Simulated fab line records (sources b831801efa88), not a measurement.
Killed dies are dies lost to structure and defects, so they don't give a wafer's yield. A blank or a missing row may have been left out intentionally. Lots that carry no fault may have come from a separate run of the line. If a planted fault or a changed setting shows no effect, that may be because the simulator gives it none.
Which tool was responsible? + flow gf180mcu + 12 lots with 36 wafers sampled at 4 steps, on a route of 602 steps

## WHAT EACH GAUGE READ, for each wafer
GF_SAB_OVL_MEAS_10.
| lot  | measured     | on         | SAB_OVL (nm)   |
|------|--------------|------------|----------------|
| L826 | day 15 10:34 | overlay-01 | -0.6 -0.2 1.7  |
| L829 | day 16 10:09 | overlay-01 | 0.8 0.4 0.4    |
| L831 | day 17 09:35 | overlay-01 | 1.0 -0.3 1.0   |
| L832 | day 17 17:16 | overlay-01 | 1.8 -0.4 0.2   |
| L833 | day 17 21:58 | overlay-02 | 2.0 2.7 3.0    |
| L834 | day 18 11:08 | overlay-02 | 1.1 2.1 1.8    |
| L841 | day 20 15:42 | overlay-01 | -0.2 0.3 -0.6  |
| L842 | day 21 01:58 | overlay-01 | 0.6 2.8 0.5    |
| L843 | day 21 08:41 | overlay-01 | 0.4 0.9 -0.3   |
| L844 | day 21 16:34 | overlay-02 | -0.1 -1.1 -1.7 |
| L845 | day 21 20:43 | overlay-01 | 1.2 -0.7 -2.4  |
| L847 | day 22 15:19 | overlay-02 | 1.9 -0.4 1.3   |

GF_V1_THK_MEAS_03.
| lot  | measured     | on            | V1_CVD_02_THK (nm) |
|------|--------------|---------------|--------------------|
| L826 | day 17 10:17 | film_metro-03 | 845 858 849        |
| L829 | day 18 11:25 | film_metro-03 | 847 842 870        |
| L831 | day 19 13:35 | film_metro-01 | 832 844 839        |
| L832 | day 19 21:51 | film_metro-03 | 849 865 873        |
| L833 | day 20 02:31 | film_metro-02 | 896 893 904        |
| L834 | day 20 17:46 | film_metro-02 | 886 881 898        |
| L841 | day 22 20:48 | film_metro-01 | 850 852 866        |
| L842 | day 23 04:52 | film_metro-02 | 860 875 870        |
| L843 | day 23 11:34 | film_metro-03 | 846 839 853        |
| L844 | day 23 18:57 | film_metro-02 | 850 857 850        |
| L845 | day 23 23:05 | film_metro-03 | 862 856 861        |
| L847 | day 24 17:05 | film_metro-01 | 843 852 862        |

## TOOL THAT RAN EACH LOT (tool first, then ch and the chambers of the sampled wafers, then the start)
| lot  | GF_CONTACT_CMP_04             | GF_V1_CVD_02                    |
|------|-------------------------------|---------------------------------|
| L826 | cmp-02 ch 1,2, day 15 11:46   | pecvd-03 ch 0,1,2, day 17 10:13 |
| L829 | cmp-01 ch 0,2,3, day 16 11:23 | pecvd-02 ch 0,1, day 18 11:21   |
| L831 | cmp-02 ch 0,1,2, day 17 10:43 | pecvd-03 ch 0,1,2, day 19 13:31 |
| L832 | cmp-02 ch 0,1, day 17 18:23   | pecvd-04 ch 0,1, day 19 21:47   |
| L833 | cmp-01 ch 0,1,2, day 17 23:21 | pecvd-04 ch 0,1,2, day 20 02:26 |
| L834 | cmp-02 ch 0,1,3, day 18 12:19 | pecvd-04 ch 0,1, day 20 17:40   |
| L841 | cmp-01 ch 0,2, day 20 16:52   | pecvd-02 ch 0,1,2, day 22 20:44 |
| L842 | cmp-02 ch 1,2, day 21 03:10   | pecvd-04 ch 0,1,2, day 23 04:48 |
| L843 | cmp-01 ch 1,2, day 21 09:59   | pecvd-03 ch 1,2, day 23 11:30   |
| L844 | cmp-01 ch 1,3, day 21 17:44   | pecvd-03 ch 1,2, day 23 18:52   |
| L845 | cmp-02 ch 1,2, day 21 21:52   | pecvd-04 ch 0,2, day 23 23:01   |
| L847 | cmp-01 ch 0,1,2, day 22 16:28 | pecvd-03 ch 1,2, day 24 17:01   |
- GF_CONTACT_CMP_04: polishes SiO2.
- GF_V1_CVD_02: deposits SiO2 from TEOS, target thk 850 nm, time 94.851 s.

## AS READ BY THE TOOLS THEMSELVES (means over the sampled wafers that have a number; for cases with no such wafer, the mark the record gives instead)
GF_CONTACT_CMP_04.
| lot  | tool   | motor_current_A (A) | platen_rpm (rpm) | time_to_endpoint_s (s) |
|------|--------|---------------------|------------------|------------------------|
| L826 | cmp-02 | 10.6                | 59.97            | 117                    |
| L829 | cmp-01 | 11.9                | 59.99            | 111                    |
| L831 | cmp-02 | 11.2                | 60.02            | 110                    |
| L832 | cmp-02 | 11.7                | 60.02            | 116                    |
| L833 | cmp-01 | 11.5                | 60.04            | 119                    |
| L834 | cmp-02 | 11.0                | 59.99            | 109                    |
| L841 | cmp-01 | 12.1                | 59.99            | 118                    |
| L842 | cmp-02 | 10.8                | 59.99            | 120                    |
| L843 | cmp-01 | 12.5                | 60.04            | 116                    |
| L844 | cmp-01 | 11.5                | 59.94            | 118                    |
| L845 | cmp-02 | 10.6                | 60.01            | 111                    |
| L847 | cmp-01 | 12.1                | 59.96            | 115                    |

GF_V1_CVD_02.
| lot  | tool     | heater_power_w (W) | run_length_s (s) |
|------|----------|--------------------|------------------|
| L826 | pecvd-03 | 602                | 123.0            |
| L829 | pecvd-02 | 609                | 122.4            |
| L831 | pecvd-03 | 676                | 122.9            |
| L832 | pecvd-04 | 616                | 122.6            |
| L833 | pecvd-04 | 677                | 126.0            |
| L834 | pecvd-04 | 606                | 125.5            |
| L841 | pecvd-02 | 628                | 122.8            |
| L842 | pecvd-04 | 663                | 122.6            |
| L843 | pecvd-03 | 624                | 123.1            |
| L844 | pecvd-03 | 593                | 123.6            |
| L845 | pecvd-04 | 668                | 122.6            |
| L847 | pecvd-03 | 638                | 123.3            |

## THE ANSWER, worked out from the rows above alone
Rule: what is usual is taken from the lots themselves. Put in order of their means at a reading, lots are off if they are a third of the lots or fewer, leave a main group of 4 or more, and stand apart from it by a gap of 3 or more times the standard deviation of the main group's means; of several such gaps the widest counts. If all means in a main group match to the digits the tables above print for the reading, that group is not used. Also off: a lot with no number at a reading for which 4 or more lots have one. The other lots that the step has rows for count as sound. First the gauges in route order, then the tools' own readings, where a lot's mean is used as printed above. At the first step where some lot is off, the reading lying furthest off is the one used; lots without a number count as furthest.
Off: L833, L834, at GF_V1_CVD_02 (run_length_s). The main group has a mean of 122.9 s with a standard deviation of 0.35.
A tool fits if, at that step or a process step before it, it ran every lot that is off, and no sound lot after the first of them. None of those tried fits.

## WHAT THE SIMULATOR HAD INSERTED
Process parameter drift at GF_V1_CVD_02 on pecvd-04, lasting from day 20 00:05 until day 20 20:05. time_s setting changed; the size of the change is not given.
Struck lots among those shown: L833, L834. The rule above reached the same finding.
